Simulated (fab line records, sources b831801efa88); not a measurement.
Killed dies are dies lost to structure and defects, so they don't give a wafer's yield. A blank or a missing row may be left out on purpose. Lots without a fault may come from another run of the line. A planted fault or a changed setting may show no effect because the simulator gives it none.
Which tool did it? | flow sky130 | 10 lots, 30 wafers sampled, at 2 steps of a route of 708

WHAT THE GAUGES READ, wafer by wafer
SKY_VIA3_RS_MEAS_22: measures by four-point-probe.
lot  | measured     | on            | VIA3_W_RS (ohm/sq)
L714 | day 40 21:52 | film_metro-04 | 0.285 0.292 0.296
L716 | day 41 00:26 | film_metro-02 | 0.293 0.294 0.295
L719 | day 41 18:14 | film_metro-04 | 0.298 0.296 0.292
L721 | day 42 04:31 | film_metro-02 | 0.288 0.294 0.291
L725 | day 43 11:59 | film_metro-03 | 0.284 0.293 0.288
L727 | day 44 07:49 | film_metro-04 | 0.293 0.294 0.294
L728 | day 44 09:37 | film_metro-04 | 0.288 0.290 0.293
L729 | day 44 15:12 | film_metro-04 | 0.292 0.286 0.284
L730 | day 44 17:16 | film_metro-03 | 0.289 0.287 0.292
L734 | day 45 12:43 | film_metro-04 | 0.298 0.291 0.297

WHICH TOOL RAN EACH LOT (tool, then ch and the chambers of the sampled wafers, then the start)
lot  | SKY_METAL3_METAL_ETCH_18
L714 | rie_metal-02 ch 0,1, day 39 19:43
L716 | rie_metal-02 ch 0,1, day 39 21:50
L719 | rie_metal-03 ch 0,1, day 40 15:11
L721 | rie_metal-03 ch 0,1, day 41 03:53
L725 | rie_metal-03 ch 0,1, day 42 09:58
L727 | rie_metal-02 ch 0,1, day 43 05:26
L728 | rie_metal-04 ch 0,1, day 43 07:26
L729 | rie_metal-04 ch 1, day 43 13:58
L730 | rie_metal-02 ch 0,1, day 43 15:09
L734 | rie_metal-04 ch 0,1, day 44 12:32
- SKY_METAL3_METAL_ETCH_18: etches the open film in Cl2/BCl3, stops on SiO2, target depth 845 nm, time 183.1 s.

THE ANSWER, worked out from the rows above alone
Rule: what is usual is taken from the lots themselves. Put in order of their means at a reading, lots are off if they are a third of the lots or fewer, leave a main group of 4 or more, and stand apart from it by a gap of 3 or more times the standard deviation of the main group's means; of several such gaps the widest counts. A main group whose means are all the same, to the digits that the tables above print for the reading, isn't used. A lot without any number at a reading at which 4 lots or more have one is off too. The other lots that the step has rows for count as sound.
No lot is off at any reading shown: from this, nothing can be told.

WHAT THE SIMULATOR HAD PUT IN
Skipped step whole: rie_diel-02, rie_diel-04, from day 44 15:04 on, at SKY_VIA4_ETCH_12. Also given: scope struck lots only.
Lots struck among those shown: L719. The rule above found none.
